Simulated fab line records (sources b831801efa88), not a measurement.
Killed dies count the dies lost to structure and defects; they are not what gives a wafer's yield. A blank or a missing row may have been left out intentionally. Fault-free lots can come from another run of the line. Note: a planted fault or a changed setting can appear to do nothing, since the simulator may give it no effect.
2 desks looking at one fault	flow sky130	numbers are kept per desk, each desk with only its own; the story behind them comes last

TOOL OWNER'S DESK, implanter-04
The tool's own readings at SKY_NWELL_IMPLANT_13: means of the sampled wafers that have a number, for each lot that ran on this tool. A lot is out of limits, marked OUT, if its mean lies more than 4 standard deviations from the usual mean; the brackets give that distance.
Columns: A = dose-ions-cm2 at SKY_NWELL_IMPLANT_13, usual 7e+11; B = faraday-current-uA at SKY_NWELL_IMPLANT_13, usual 3.95
lot	first seen here	A	B
L267	day 7 00:27	7e+11	3.95
L274	day 8 19:12	6e+11 (-99 or more) OUT	3.43 (-7.4) OUT
L275	day 8 22:25	6e+11 (-99 or more) OUT	3.47 (-6.9) OUT
This desk finds L274, L275 out of limits, L274 being first, at day 8 19:12 (dose-ions-cm2 at SKY_NWELL_IMPLANT_13). In limits: L267.

AT THE METROLOGY DESK
What the gauges read, lot by lot, whatever tool the lot ran on: means of the sampled wafers that have a number. A lot is out of limits, marked OUT, if its mean lies more than 4 standard deviations from the usual mean; the brackets give that distance.
Columns: A = LOCAL_INTERCONNECT_TIN_THK at SKY_LOCAL_INTERCONNECT_THK_MEAS_02, usual 100.2 nm; B = cd-nm at SKY_LOCAL_INTERCONNECT_CD_MEAS_11, usual 170.2 nm
lot	first seen here	A	B
L258	day 29 05:38	101.3	172.0
L259	day 29 09:08	101.8	169.4
L262	day 30 22:49	98.2	168.3
L261	day 31 00:22	100.9	170.4
L265	day 33 14:35	101.5	167.9
L267	day 33 14:46	99.8	171.1
L263	day 33 15:31	99.8	171.0
L264	day 33 17:25	98.8	171.4
L270	day 33 18:37	97.2	170.6
L274	day 34 12:26	100.9	168.2
L275	day 34 16:40	101.4	168.9
L278	day 35 14:50	101.5	169.2
L279	day 37 03:52	101.3	172.1
This desk's finding: nothing out of limits on any of the 13 lots.

TAKEN TOGETHER
The tool owner's desk could have raised an alarm at day 8 19:12, on L274, L275.
Metrology desk: nothing out of limits seen.
The metrology desk holds a record of L274, L275, inside its limits.
Every lot named ran SKY_NWELL_IMPLANT_13 on implanter-04.

WHAT THE SIMULATOR PUT IN
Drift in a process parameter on implanter-04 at SKY_NWELL_IMPLANT_13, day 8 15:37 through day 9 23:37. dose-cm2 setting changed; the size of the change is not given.
Lots struck among those shown: L274, L275.
Each desk's first reading out of limits, in hours after the fault started: the tool owner's desk, 4.
